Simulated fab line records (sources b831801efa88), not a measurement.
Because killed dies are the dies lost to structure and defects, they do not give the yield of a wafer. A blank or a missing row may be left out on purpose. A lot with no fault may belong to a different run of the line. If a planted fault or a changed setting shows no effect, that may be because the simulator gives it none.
Matching of chambers | flow gf180mcu | GF_V4_CVD_02 on pecvd-02: 3 sister chambers
The step deposits SiO2 from TEOS, target thk 850 nm, time 94.851 s. 6 wafers are shown with their chamber, then 8 later ones without.

## EACH WAFER AND ITS CHAMBER
wafer  | chamber | heater-power-w (W)
L079.6 | 2       | 550
L084.3 | 0       | 593
L088.3 | 2       | 569
L088.5 | 0       | 578
L088.6 | 1       | 552
L089.2 | 1       | 569

## WAFERS WHOSE CHAMBER IS MISSING
wafer  | heater-power-w (W)
L089.5 | 640
L089.6 | 575
L095.1 | 698
L095.2 | 499
L095.3 | 552
L095.4 | 549
L095.5 | 576
L095.6 | 628

## WHICH CHAMBER EACH WENT THROUGH
wafer  | from the rows above          | in truth
L089.5 | 0                            | 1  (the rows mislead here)
L089.6 | can't be placed: 0 or 1 or 2 | 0
L095.1 | 0                            | 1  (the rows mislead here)
L095.2 | can't be placed: 2 or 1      | 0
L095.3 | can't be placed: 2 or 1      | 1
L095.4 | can't be placed: 2 or 1      | 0
L095.5 | can't be placed: 0 or 1 or 2 | 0
L095.6 | 0                            | 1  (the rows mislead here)
0 of 8 placed correctly. Not placeable from these rows: 5 (in 3, the candidates include the true chamber). 3 placed wrongly.
How it was worked out, from the rows above alone: a wafer's distance from a chamber is the root of the sum, over the readings, of the square of ((its reading less the chamber's mean) divided by the reading's scatter). If the next closest chamber is less than 2 further off than the closest, the wafer can't be placed; otherwise it belongs to the closest. A chamber's mean is the mean of its shown wafers. The scatter: take each reading less its chamber's mean, square it, sum over the shown wafers, divide by the number of wafers less the number of chambers, and take the root.
